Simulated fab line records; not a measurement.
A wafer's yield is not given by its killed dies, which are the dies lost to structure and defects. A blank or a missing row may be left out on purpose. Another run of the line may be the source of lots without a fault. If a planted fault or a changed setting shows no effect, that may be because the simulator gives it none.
fab line records	flow sky130
record lots=11	wafers=33	lastDay=50
route steps=708 shown LDD_P@266 RES_XHIGH@340 SD_N@345
lots with no fault: from the same line, run without faults
startH: hours from the record's first day to the start of the lot's first wafer shown	waitH: time in hours since the lot's previous step	" identical to the entry in the row above	L1.1+2: a row that stands for several wafers	- no value, or no start was given	* or withheld: withheld	< > ~ a bound
route shown NAME@n: names a module that has steps shown in the file, with the first one's number in the route	usual: mean/standard deviation of fault-free wafers	same: alike in all rows	chamber/n: place in a boat	sites: the reading at each site	_std_site: their standard deviation	_edge_site: mean of outer sites minus mean of inner sites	radiusMm: for every site, how far away it sits from the centre of the wafer	mask NAME#n: copy n	behind: the last tool/chamber to shape the wafer	hold: cause of the lot's hold/its duration in hours/its outcome	device: whichever transistor did not switch (one of n, p or np)	end of line: the tests these same wafers got at the end of their route	for a step that has no rows: nothing shown but its recipe	killed: dies lost to structure and defects at the first sort, not the wafer's yield	map: per-die view of a wafer (x killed, . not killed, _ where there is no die)
set.NAME: setting as actually run; set.NAME@STEP: the setting as run at that earlier step	model.NAME: the simulator's own value behind a step, which no gauge read
steps of the route over a sample of lots; a table a step, a row a wafer
services: a tool's chamber out of use, with start hour (startH, from the record's first day; less than 0 if before it), hours out, and reason
## steps
# step SKY_LDD_P_TW_MEAS_11
# usual LDD_P_TW=635/6.2
lot.wafer	tool	chamber	startH	waitH	LDD_P_TW
L464.1	filmMetro-04	-	432.09	0.1	638
L464.4	"	-	"	"	634
L464.6	"	-	"	"	634
L466.2	filmMetro-04	-	442.05	0.1	633
L466.4	"	-	"	"	637
L466.5	"	-	"	"	637
L467.2	filmMetro-04	-	459.76	0.1	639
L467.4	"	-	"	"	637
L467.6	"	-	"	"	636
L469.3	filmMetro-02	-	493.06	0.1	629
L469.4	"	-	"	"	628
L469.5	"	-	"	"	633
L468.1	filmMetro-02	-	501.99	0.1	628
L468.5	"	-	"	"	636
L468.6	"	-	"	"	629
L472.1	filmMetro-04	-	512.88	0.1	646
L472.2	"	-	"	"	642
L472.5	"	-	"	"	647
L477.1	filmMetro-03	-	551.79	0.1	623
L477.4	"	-	"	"	627
L477.6	"	-	"	"	629
L478.1	filmMetro-03	-	554.19	0.1	630
L478.2	"	-	"	"	635
L478.3	"	-	"	"	635
L484.1	filmMetro-02	-	601.39	0.1	630
L484.2	"	-	"	"	636
L484.6	"	-	"	"	633
L485.2	filmMetro-04	-	628.05	0.1	644
L485.4	"	-	"	"	642
L485.5	"	-	"	"	645
L486.1	filmMetro-03	-	629.24	0.1	627
L486.2	"	-	"	"	626
L486.5	"	-	"	"	625
# step SKY_RES_XHIGH_STRIP_08
# recipe chemistry=O2/N2	powerW=1400	pressureMtorr=1500	platenTempC=withheld	o2FlowSccm=3000	n2FlowSccm=300	overashFraction=0.5
# usual chamberPressureMTorr=1500.0/1.3	drypumpMotorCurrentA=6.06/0.27	o2FlowSccm=3000/8.9	oesProductAu=0.711/0.0042	stripTimeToEndpointS=14.28/0.046
# same overashFraction=0.5
lot.wafer	tool	chamber	startH	waitH	chamberPressureMTorr	drypumpMotorCurrentA	o2FlowSccm	oesProductAu	rfHoursCounterH	stripTimeToEndpointS
L464.1	plasmaAsher-01	0	615.10	0.1	1500.5	6.19	2998	0.716	83	14.24
L464.4	"	0	"	"	1501.8	6.15	3009	0.709	-	14.24
L464.6	"	1	"	"	1499.4	6.39	3005	0.707	-	14.29
L466.2	plasmaAsher-03	1	622.96	0.1	1501.1	5.74	3000	0.713	46	14.37
L466.4	"	0	"	"	1500.6	5.98	3025	0.713	-	14.37
L466.5	"	0	"	"	1499.8	5.98	3000	0.708	-	14.39
L467.2	plasmaAsher-01	0	639.58	0.1	1500.1	6.19	2985	0.716	86	14.32
L467.4	"	0	"	"	1501.7	6.14	2989	0.715	-	14.32
L467.6	"	0	"	"	1497.5	6.21	2995	0.703	-	14.31
L469.3	plasmaAsher-03	1	677.56	0.1	1499.9	5.73	3002	0.716	-	14.25
L469.4	"	0	"	"	1498.8	5.98	2996	0.717	-	14.24
L469.5	"	1	"	"	1499.5	5.71	3003	0.717	-	14.28
L468.1	plasmaAsher-04	1	680.98	0.1	1501.1	5.59	2994	0.710	99	14.24
L468.5	"	1	"	"	1501.5	5.62	2991	0.713	-	14.23
L468.6	"	0	"	"	1497.7	5.44	3005	0.702	-	14.23
L472.1	plasmaAsher-01	1	692.10	0.1	1497.8	6.36	3011	0.709	91	14.36
L472.2	"	0	"	"	1500.0	6.15	3019	0.713	91	14.34
L472.5	"	1	"	"	1500.8	6.36	3008	0.707	-	14.33
L477.1	plasmaAsher-01	1	727.60	0.1	1502.9	6.31	2988	0.704	94	14.21
L477.4	"	0	"	"	1499.0	6.16	3007	0.705	-	14.26
L477.6	"	1	"	"	1499.1	6.34	2978	0.716	-	14.24
L478.1	plasmaAsher-03	1	729.06	0.1	1499.0	5.73	3005	0.717	57	14.23
L478.2	"	0	"	"	1500.4	5.98	3006	0.717	57	14.24
L478.3	"	1	"	"	1499.1	5.75	3003	0.714	-	14.23
L484.1	plasmaAsher-04	0	777.88	0.1	1499.2	5.41	2995	0.709	4	14.29
L484.2	"	1	"	"	1498.7	5.60	2984	0.717	4	14.30
L484.6	"	1	"	"	1499.4	5.61	3008	0.702	-	14.28
L485.2	plasmaAsher-01	0	799.28	0.1	1500.0	6.20	2995	0.701	102	14.25
L485.4	"	0	"	"	1498.2	6.20	3006	0.717	-	14.28
L485.5	"	1	"	"	1498.6	6.39	2988	0.709	-	14.22
L486.1	plasmaAsher-03	1	799.80	0.1	1500.8	5.73	2995	0.714	63	14.33
L486.2	"	0	"	"	1498.3	5.99	2995	0.714	63	14.32
L486.5	"	0	"	"	1499.8	5.99	3009	0.709	-	14.36
# step SKY_SD_N_SOFTBAKE_03
# recipe tempC=90	timeS=60	resist=NOVOLAK
# usual heaterPowerTotalW=56.60/0.046	plateTempC=89.98/0.13
lot.wafer	tool	chamber	startH	waitH	heaterPowerTotalW	plateTempC
L464.1	lithoTrack-01	0	629.29	0.1	56.64	90.09
L464.4	"	0	"	"	56.58	90.14
L464.6	"	0	"	"	56.58	89.91
L466.2	lithoTrack-02	0	637.08	0.1	56.60	90.15
L466.4	"	0	"	"	56.59	90.05
L466.5	"	0	"	"	56.70	89.92
L467.2	lithoTrack-03	0	653.80	0.1	56.68	89.92
L467.4	"	0	"	"	56.62	89.89
L467.6	"	0	"	"	56.59	89.94
L469.3	lithoTrack-03	0	691.88	0.1	56.66	90.06
L469.4	"	0	"	"	56.59	90.01
L469.5	"	0	"	"	56.59	90.08
L468.1	lithoTrack-02	0	694.31	0.1	56.56	90.00
L468.5	"	0	"	"	56.65	90.05
L468.6	"	0	"	"	56.60	90.18
L472.1	lithoTrack-01	0	706.34	0.1	56.57	90.04
L472.2	"	0	"	"	56.58	90.12
L472.5	"	0	"	"	56.67	89.92
L477.1	lithoTrack-02	0	741.71	0.1	60.04	93.94
L477.4	"	0	"	"	60.01	93.96
L477.6	"	0	"	"	59.89	93.80
L478.1	lithoTrack-02	0	743.31	0.1	59.94	93.92
L478.2	"	0	"	"	59.97	94.04
L478.3	"	0	"	"	59.87	93.75
L484.1	lithoTrack-01	0	791.19	0.1	56.57	90.04
L484.2	"	0	"	"	56.58	90.00
L484.6	"	0	"	"	56.57	90.03
L485.2	lithoTrack-01	0	811.76	0.1	56.55	89.93
L485.4	"	0	"	"	56.64	90.00
L485.5	"	0	"	"	56.66	89.84
L486.1	lithoTrack-03	0	812.43	0.1	56.53	90.00
L486.2	"	0	"	"	56.67	90.00
L486.5	"	0	"	"	56.61	90.05
# step SKY_SD_N_STRIP_11
# recipe chemistry=O2/N2	powerW=1400	pressureMtorr=1500	platenTempC=withheld	o2FlowSccm=3000	n2FlowSccm=300	overashFraction=0.5
# usual chamberPressureMTorr=1500.2/1.3	drypumpMotorCurrentA=5.8/0.49	o2FlowSccm=3000/8.5	oesProductAu=0.527/0.0045	stripTimeToEndpointS=22.57/0.044
# same overashFraction=0.5
lot.wafer	tool	chamber	startH	waitH	chamberPressureMTorr	drypumpMotorCurrentA	o2FlowSccm	oesProductAu	rfHoursCounterH	stripTimeToEndpointS
L464.1	plasmaAsher-02	0	644.33	0.1	1500.1	4.9	2999	0.525	21	22.59
L464.4	"	1	"	"	1498.7	5.7	3005	0.533	-	22.55
L464.6	"	1	"	"	1500.8	5.7	2995	0.531	-	22.54
L466.2	plasmaAsher-02	1	652.63	0.1	1499.3	5.7	3019	0.529	22	22.57
L466.4	"	1	"	"	1498.7	5.7	3007	0.529	-	22.55
L466.5	"	1	"	"	1499.8	5.7	3006	0.531	-	22.60
L467.2	plasmaAsher-02	1	667.91	0.1	1498.9	5.7	3011	0.519	24	22.57
L467.4	"	1	"	"	1498.7	5.7	2994	0.520	-	22.51
L467.6	"	1	"	"	1498.9	5.7	2998	0.526	-	22.50
L469.3	plasmaAsher-01	0	706.42	0.1	1500.5	6.2	3010	0.536	-	22.56
L469.4	"	1	"	"	1501.2	6.3	3009	0.523	-	22.53
L469.5	"	0	"	"	1499.5	6.2	3020	0.528	-	22.52
L468.1	plasmaAsher-03	0	708.71	0.1	1501.1	6.0	3012	0.526	55	22.60
L468.5	"	1	"	"	1502.5	5.7	2985	0.525	-	22.61
L468.6	"	0	"	"	1501.0	6.0	2999	0.525	-	22.59
L472.1	plasmaAsher-02	1	719.91	0.1	1499.1	5.7	2996	0.527	29	22.63
L472.2	"	0	"	"	1500.8	4.8	2990	0.539	29	22.61
L472.5	"	0	"	"	1500.9	4.8	2999	0.516	-	22.60
L477.1	plasmaAsher-03	0	755.88	0.1	1499.0	6.0	3006	0.527	60	22.46
L477.4	"	1	"	"	1501.7	5.7	3002	0.521	-	22.42
L477.6	"	0	"	"	1499.8	6.0	3007	0.522	-	22.44
L478.1	plasmaAsher-01	0	757.74	0.1	1500.9	6.2	2996	0.530	97	22.43
L478.2	"	1	"	"	1498.2	6.3	3011	0.526	97	22.48
L478.3	"	1	"	"	1500.8	6.3	2995	0.529	-	22.48
L484.1	plasmaAsher-02	0	804.74	0.1	1501.9	4.9	2997	0.517	37	22.56
L484.2	"	1	"	"	1500.0	5.7	3002	0.521	37	22.51
L484.6	"	1	"	"	1499.6	5.7	3004	0.526	-	22.53
L485.2	plasmaAsher-02	0	825.69	0.1	1499.9	4.9	2986	0.530	40	22.61
L485.4	"	1	"	"	1500.3	5.7	2987	0.520	-	22.60
L485.5	"	0	"	"	1498.8	4.9	2993	0.533	-	22.64
L486.1	plasmaAsher-03	0	826.06	0.1	1501.4	6.0	3002	0.533	66	22.61
L486.2	"	1	"	"	1501.0	5.7	2992	0.527	66	22.57
L486.5	"	1	"	"	1500.4	5.7	2993	0.521	-	22.55
# step SKY_SD_N_RTA_14
# recipe tempC=1075	timeS=2	idleTempC=650	rampUpCPerS=150	rampDownCPerS=90	ambient=N2
# usual chamberO2Ppm=1.999/0.021	lampPowerPct=15.73/0.054	wafer_temp_C_max=1078.1/1.4
lot.wafer	tool	chamber	startH	waitH	chamberO2Ppm	lampPowerPct	wafer_temp_C_max
L464.1	rtpAnneal-02	0	644.54	0.0	1.997	15.78	1078.4
L464.4	"	0	"	"	2.048	15.63	1077.1
L464.6	"	0	"	"	2.002	15.76	1077.4
L466.2	rtpAnneal-02	0	652.85	0.0	2.000	15.64	1077.9
L466.4	"	0	"	"	2.001	15.78	1077.5
L466.5	"	0	"	"	2.019	15.69	1075.4
L467.2	rtpAnneal-01	0	668.13	0.0	1.989	15.74	1077.0
L467.4	"	0	"	"	1.979	15.72	1077.4
L467.6	"	0	"	"	1.974	15.66	1077.5
L469.3	rtpAnneal-01	0	706.61	0.0	2.023	15.81	1076.8
L469.4	"	0	"	"	1.998	15.78	1077.0
L469.5	"	0	"	"	1.991	15.74	1076.5
L468.1	rtpAnneal-02	0	708.92	0.0	2.002	15.82	1078.7
L468.5	"	0	"	"	2.019	15.69	1077.6
L468.6	"	0	"	"	2.038	15.71	1077.7
L472.1	rtpAnneal-01	0	720.17	0.0	2.010	15.78	1080.2
L472.2	"	0	"	"	1.991	15.77	1077.6
L472.5	"	0	"	"	2.003	15.67	1078.2
L477.1	rtpAnneal-01	0	756.09	0.0	2.003	15.68	1080.2
L477.4	"	0	"	"	2.028	15.70	1077.8
L477.6	"	0	"	"	2.016	15.62	1079.2
L478.1	rtpAnneal-02	0	757.95	0.0	1.986	15.70	1081.9
L478.2	"	0	"	"	1.994	15.72	1079.2
L478.3	"	0	"	"	1.992	15.69	1077.0
L484.1	rtpAnneal-01	0	804.96	0.0	2.000	15.72	1079.1
L484.2	"	0	"	"	1.978	15.79	1077.5
L484.6	"	0	"	"	1.971	15.76	1078.1
L485.2	rtpAnneal-01	0	825.92	0.0	1.997	15.72	1076.9
L485.4	"	0	"	"	2.008	15.75	1076.6
L485.5	"	0	"	"	1.990	15.73	1081.7
L486.1	rtpAnneal-02	0	826.28	0.0	1.979	15.81	1079.7
L486.2	"	0	"	"	2.011	15.70	1078.3
L486.5	"	0	"	"	2.000	15.75	1079.2
## services
tool	chamber	startH	hours	kind
plasmaAsher-03	-	594.60	5.3	repair
plasmaAsher-01	-	637.24	0.8	repair
lithoTrack-02	-	657.44	-	consumableReplace:filter
plasmaAsher-02	-	698.96	1.4	repair
plasmaAsher-04	-	727.57	0.4	repair
plasmaAsher-04	-	733.75	9.0	pm
plasmaAsher-04	0	733.75	9.0	ventCycle
plasmaAsher-04	1	733.75	9.0	ventCycle
lithoTrack-03	-	736.50	-	consumableReplace:filter
plasmaAsher-04	0	742.75	-	clean
plasmaAsher-04	1	742.75	-	clean
plasmaAsher-03	-	743.87	2.8	pm
plasmaAsher-03	-	772.51	3.8	repair
plasmaAsher-03	-	796.01	2.4	repair
plasmaAsher-01	-	818.64	16.4	pm
lithoTrack-02	-	826.07	-	consumableReplace:filter
## key
firstSign step=SKY_SD_N_SOFTBAKE_03	reading=heaterPowerTotalW	direction=up	sigmas=73	usual=*	struck=*
effect step=SKY_SD_N_SOFTBAKE_03	reading=plateTempC	direction=up	sigmas=29	usual=*	struck=*
effect step=SKY_SD_N_STRIP_11	reading=stripTimeToEndpointS	direction=down	sigmas=2.6	usual=*	struck=*
metAt SKY_SD_N_SOFTBAKE_03
struckLots L477,L478
testerLeftOut L477,L478
notActingAt SKY_LDD_P_TW_MEAS_11,SKY_RES_XHIGH_STRIP_08,SKY_SD_N_RTA_14
onsetBetween 694.31 741.71
fault kind=processParameterDrift	tool=lithoTrack-02	chamber=-	onsetH=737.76	steps=SKY_SD_N_SOFTBAKE_03	channel=tempC	offset=*	shape=step	endH=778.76	actsIn=*	stated=*
# testerLeftOut: of these lots the tester's yield and bins aren't shown, on N5 and GAA mostly nor the transistor test; their killed dies are dies lost to structure and defects alone, not to doping, threshold or leakage, so they don't give the yield
